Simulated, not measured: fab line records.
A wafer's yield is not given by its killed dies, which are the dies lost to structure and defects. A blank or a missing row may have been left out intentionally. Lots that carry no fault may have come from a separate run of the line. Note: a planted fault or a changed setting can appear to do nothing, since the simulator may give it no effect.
Which tool is to blame? :: flow gf180mcu :: Sampling: 14 lots, 42 wafers, 5 of 602 route steps

WHAT EACH GAUGE READ, for each wafer
GF_M1_CD_MEAS_14: the cd target is 230 nm.
lot: L861
measured: day 17 08:22
on: cd-sem-02
cd-nm (nm): 227.7 227.8 228.8

lot: L862
measured: day 17 11:55
on: cd-sem-01
cd-nm (nm): 229.5 229.4 229.1

lot: L863
measured: day 18 00:43
on: cd-sem-01
cd-nm (nm): 227.8 228.6 228.7

lot: L864
measured: day 18 05:13
on: cd-sem-01
cd-nm (nm): 228.9 227.7 228.6

lot: L869
measured: day 20 10:18
on: cd-sem-02
cd-nm (nm): 230.4 118.4 229.8 229.9 119.0 229.2

lot: L870
measured: day 20 16:29
on: cd-sem-01
cd-nm (nm): 227.7 119.7 229.0 228.2 119.7 229.0

lot: L871
measured: day 20 22:22
on: cd-sem-02
cd-nm (nm): 229.6 229.2 229.4

lot: L876
measured: day 22 19:56
on: cd-sem-01
cd-nm (nm): 231.0 231.0 229.8

lot: L877
measured: day 23 06:38
on: cd-sem-02
cd-nm (nm): 229.5 229.2 229.0

lot: L878
measured: day 23 09:47
on: cd-sem-02
cd-nm (nm): 230.2 230.3 231.2

lot: L880
measured: day 23 22:27
on: cd-sem-02
cd-nm (nm): 230.2 228.7 229.5

lot: L881
measured: day 24 08:15
on: cd-sem-01
cd-nm (nm): 230.2 229.8 230.4

lot: L882
measured: day 24 14:27
on: cd-sem-02
cd-nm (nm): 229.2 230.0 229.1

lot: L883
measured: day 24 23:08
on: cd-sem-01
cd-nm (nm): 228.3 227.3 227.9

GF_V1_THK_MEAS_01.
lot: L861
measured: day 17 09:19
on: film-metro-02
V1_CVD_00_THK (nm): 588 580 585

lot: L862
measured: day 17 12:47
on: film-metro-01
V1_CVD_00_THK (nm): 581 583 579

lot: L863
measured: day 18 01:36
on: film-metro-02
V1_CVD_00_THK (nm): 580 571 577

lot: L864
measured: day 18 06:05
on: film-metro-01
V1_CVD_00_THK (nm): 586 580 579

lot: L869
measured: day 20 17:22
on: film-metro-04
V1_CVD_00_THK (nm): 577 573

lot: L870
measured: day 20 20:00
on: film-metro-04
V1_CVD_00_THK (nm): 575 577

lot: L871
measured: day 20 23:14
on: film-metro-01
V1_CVD_00_THK (nm): 585 585 580

lot: L876
measured: day 22 20:48
on: film-metro-01
V1_CVD_00_THK (nm): 578 575 583

lot: L877
measured: day 23 07:32
on: film-metro-01
V1_CVD_00_THK (nm): 577 575 571

lot: L878
measured: day 23 10:43
on: film-metro-04
V1_CVD_00_THK (nm): 578 574 575

lot: L880
measured: day 23 23:20
on: film-metro-01
V1_CVD_00_THK (nm): 590 586 591

lot: L881
measured: day 24 09:07
on: film-metro-04
V1_CVD_00_THK (nm): 581 575 586

lot: L882
measured: day 24 15:19
on: film-metro-04
V1_CVD_00_THK (nm): 584 581 574

lot: L883
measured: day 25 00:00
on: film-metro-04
V1_CVD_00_THK (nm): 574 577 572

WHAT TOOL EACH LOT RAN ON (gives the tool, then ch and the chambers of the sampled wafers, and finally the start)
lot: L861
GF_SALICIDE_SPUTTER_03: pvd-sputter-01, day 15 09:23
GF_CONTACT_STRIP_18: plasma-asher-03 ch 0,1, day 16 08:28
GF_M1_EXPOSE_11: krf-scanner-01 ch 0, day 16 20:59

lot: L862
GF_SALICIDE_SPUTTER_03: pvd-sputter-04, day 15 12:56
GF_CONTACT_STRIP_18: plasma-asher-03 ch 0,1, day 16 11:58
GF_M1_EXPOSE_11: krf-scanner-02 ch 0, day 17 00:32

lot: L863
GF_SALICIDE_SPUTTER_03: pvd-sputter-01, day 16 00:12
GF_CONTACT_STRIP_18: plasma-asher-01 ch 0,1, day 17 00:08
GF_M1_EXPOSE_11: krf-scanner-02 ch 0, day 17 12:43

lot: L864
GF_SALICIDE_SPUTTER_03: pvd-sputter-04, day 16 04:40
GF_CONTACT_STRIP_18: plasma-asher-02 ch 0,1, day 17 04:32
GF_M1_EXPOSE_11: krf-scanner-02 ch 0, day 17 17:37

lot: L869
GF_SALICIDE_SPUTTER_03: pvd-sputter-01, day 18 07:12
GF_CONTACT_STRIP_18: plasma-asher-01 ch 0,1, day 19 08:52
GF_M1_EXPOSE_11: krf-scanner-02 ch 0, day 19 22:11

lot: L870
GF_SALICIDE_SPUTTER_03: pvd-sputter-02, day 18 13:43
GF_CONTACT_STRIP_18: plasma-asher-03 ch 1, day 19 15:22
GF_M1_EXPOSE_11: krf-scanner-02 ch 0, day 20 04:41

lot: L871
GF_SALICIDE_SPUTTER_03: pvd-sputter-04, day 18 18:50
GF_CONTACT_STRIP_18: plasma-asher-01 ch 0,1, day 19 20:57
GF_M1_EXPOSE_11: krf-scanner-01 ch 0, day 20 10:59

lot: L876
GF_SALICIDE_SPUTTER_03: pvd-sputter-01, day 20 17:25
GF_CONTACT_STRIP_18: plasma-asher-03 ch 0,1, day 21 19:09
GF_M1_EXPOSE_11: krf-scanner-02 ch 0, day 22 08:47

lot: L877
GF_SALICIDE_SPUTTER_03: pvd-sputter-02, day 21 05:34
GF_CONTACT_STRIP_18: plasma-asher-02 ch 0,1, day 22 06:25
GF_M1_EXPOSE_11: krf-scanner-02 ch 0, day 22 19:34

lot: L878
GF_SALICIDE_SPUTTER_03: pvd-sputter-04, day 21 07:47
GF_CONTACT_STRIP_18: plasma-asher-03 ch 0,1, day 22 08:55
GF_M1_EXPOSE_11: krf-scanner-01 ch 0, day 22 21:55

lot: L880
GF_SALICIDE_SPUTTER_03: pvd-sputter-04, day 21 21:17
GF_CONTACT_STRIP_18: plasma-asher-01 ch 0,1, day 22 22:16
GF_M1_EXPOSE_11: krf-scanner-02 ch 0, day 23 11:41

lot: L881
GF_SALICIDE_SPUTTER_03: pvd-sputter-01, day 22 08:10
GF_CONTACT_STRIP_18: plasma-asher-01 ch 0,1, day 23 09:07
GF_M1_EXPOSE_11: krf-scanner-02 ch 0, day 23 21:19

lot: L882
GF_SALICIDE_SPUTTER_03: pvd-sputter-01, day 22 14:29
GF_CONTACT_STRIP_18: plasma-asher-02 ch 0,1, day 23 15:01
GF_M1_EXPOSE_11: krf-scanner-01 ch 0, day 24 03:11

lot: L883
GF_SALICIDE_SPUTTER_03: pvd-sputter-04, day 22 23:32
GF_CONTACT_STRIP_18: plasma-asher-03 ch 0,1, day 23 23:43
GF_M1_EXPOSE_11: krf-scanner-01 ch 0, day 24 12:46
- GF_SALICIDE_SPUTTER_03: material TiN, target thk 20 nm, time 16.7 s.
- GF_CONTACT_STRIP_18: strips in O2/N2.
- GF_M1_EXPOSE_11: exposes mask Metal1, target cd 230 nm.

AS READ BY THE TOOLS THEMSELVES (means over the sampled wafers that have a number; for cases with no such wafer, the mark the record gives instead)
GF_SALICIDE_SPUTTER_03.
lot: L861
tool: pvd-sputter-01
throttle-valve-pct (%): 31.0

lot: L862
tool: pvd-sputter-04
throttle-valve-pct (%): 29.2

lot: L863
tool: pvd-sputter-01
throttle-valve-pct (%): 30.4

lot: L864
tool: pvd-sputter-04
throttle-valve-pct (%): 28.5

lot: L869
tool: pvd-sputter-01
throttle-valve-pct (%): 30.1

lot: L870
tool: pvd-sputter-02
throttle-valve-pct (%): 30.4

lot: L871
tool: pvd-sputter-04
throttle-valve-pct (%): 28.7

lot: L876
tool: pvd-sputter-01
throttle-valve-pct (%): 30.7

lot: L877
tool: pvd-sputter-02
throttle-valve-pct (%): 30.3

lot: L878
tool: pvd-sputter-04
throttle-valve-pct (%): 29.2

lot: L880
tool: pvd-sputter-04
throttle-valve-pct (%): 28.9

lot: L881
tool: pvd-sputter-01
throttle-valve-pct (%): 30.2

lot: L882
tool: pvd-sputter-01
throttle-valve-pct (%): 31.3

lot: L883
tool: pvd-sputter-04
throttle-valve-pct (%): 28.6

GF_CONTACT_STRIP_18.
lot: L861
tool: plasma-asher-03
drypump-motor-current-A (A): 5.6
heater-power-w (W): 331
oes-product-au (a.u.): 0.580

lot: L862
tool: plasma-asher-03
drypump-motor-current-A (A): 5.6
heater-power-w (W): 329
oes-product-au (a.u.): 0.586

lot: L863
tool: plasma-asher-01
drypump-motor-current-A (A): 5.3
heater-power-w (W): 346
oes-product-au (a.u.): 0.576

lot: L864
tool: plasma-asher-02
drypump-motor-current-A (A): 5.9
heater-power-w (W): 359
oes-product-au (a.u.): 0.580

lot: L869
tool: plasma-asher-01
drypump-motor-current-A (A): 5.3
heater-power-w (W): 348
oes-product-au (a.u.): 0.583

lot: L870
tool: plasma-asher-03
drypump-motor-current-A (A): 5.6
heater-power-w (W): 273
oes-product-au (a.u.): 0.582

lot: L871
tool: plasma-asher-01
drypump-motor-current-A (A): 5.3
heater-power-w (W): 350
oes-product-au (a.u.): 0.582

lot: L876
tool: plasma-asher-03
drypump-motor-current-A (A): 5.5
heater-power-w (W): 388
oes-product-au (a.u.): 0.589

lot: L877
tool: plasma-asher-02
drypump-motor-current-A (A): 5.6
heater-power-w (W): 364
oes-product-au (a.u.): 0.581

lot: L878
tool: plasma-asher-03
drypump-motor-current-A (A): 5.5
heater-power-w (W): 385
oes-product-au (a.u.): 0.581

lot: L880
tool: plasma-asher-01
drypump-motor-current-A (A): 5.3
heater-power-w (W): 354
oes-product-au (a.u.): 0.582

lot: L881
tool: plasma-asher-01
drypump-motor-current-A (A): 5.3
heater-power-w (W): 352
oes-product-au (a.u.): 0.580

lot: L882
tool: plasma-asher-02
drypump-motor-current-A (A): 5.6
heater-power-w (W): 357
oes-product-au (a.u.): 0.577

lot: L883
tool: plasma-asher-03
drypump-motor-current-A (A): 5.5
heater-power-w (W): 385
oes-product-au (a.u.): 0.576

GF_M1_EXPOSE_11.
lot: L861
tool: krf-scanner-01
exposure-dose-mJ-cm2: 27.96

lot: L862
tool: krf-scanner-02
exposure-dose-mJ-cm2: 27.98

lot: L863
tool: krf-scanner-02
exposure-dose-mJ-cm2: 27.98

lot: L864
tool: krf-scanner-02
exposure-dose-mJ-cm2: 27.97

lot: L869
tool: krf-scanner-02
exposure-dose-mJ-cm2: 28.00

lot: L870
tool: krf-scanner-02
exposure-dose-mJ-cm2: 28.02

lot: L871
tool: krf-scanner-01
exposure-dose-mJ-cm2: 27.96

lot: L876
tool: krf-scanner-02
exposure-dose-mJ-cm2: 27.99

lot: L877
tool: krf-scanner-02
exposure-dose-mJ-cm2: 27.96

lot: L878
tool: krf-scanner-01
exposure-dose-mJ-cm2: 27.97

lot: L880
tool: krf-scanner-02
exposure-dose-mJ-cm2: 28.00

lot: L881
tool: krf-scanner-02
exposure-dose-mJ-cm2: 28.03

lot: L882
tool: krf-scanner-01
exposure-dose-mJ-cm2: 27.98

lot: L883
tool: krf-scanner-01
exposure-dose-mJ-cm2: 27.96

THE ANSWER, worked out from the rows above alone
Rule: what is usual is taken from the lots themselves. Put in order of their means at a reading, lots are off if they are a third of the lots or fewer, leave a main group of 4 or more, and stand apart from it by a gap of 3 or more times the standard deviation of the main group's means; of several such gaps the widest counts. Not used: any main group whose means are identical at the precision the tables above print for the reading. Also off: a lot with no number at a reading for which 4 or more lots have one. Any other lot the step has rows for is counted as sound. The gauges are gone through in route order, then the tools' own readings, and for those a lot's mean is taken as printed above. At the first step where some lot is off, the reading lying furthest off is the one used; lots without a number count as furthest.
Off: L869, L870, at GF_M1_CD_MEAS_14 (cd-nm). Mean 229.2 nm and standard deviation 0.88 in the main group.
If a tool, at a process step before that reading, ran all the lots that are off and no sound lot after the first of them, it fits. Those tools and the gauges at GF_M1_CD_MEAS_14 are tried in the same way. No candidate that was tried fits.

WHAT HAD BEEN PUT IN BY THE SIMULATOR
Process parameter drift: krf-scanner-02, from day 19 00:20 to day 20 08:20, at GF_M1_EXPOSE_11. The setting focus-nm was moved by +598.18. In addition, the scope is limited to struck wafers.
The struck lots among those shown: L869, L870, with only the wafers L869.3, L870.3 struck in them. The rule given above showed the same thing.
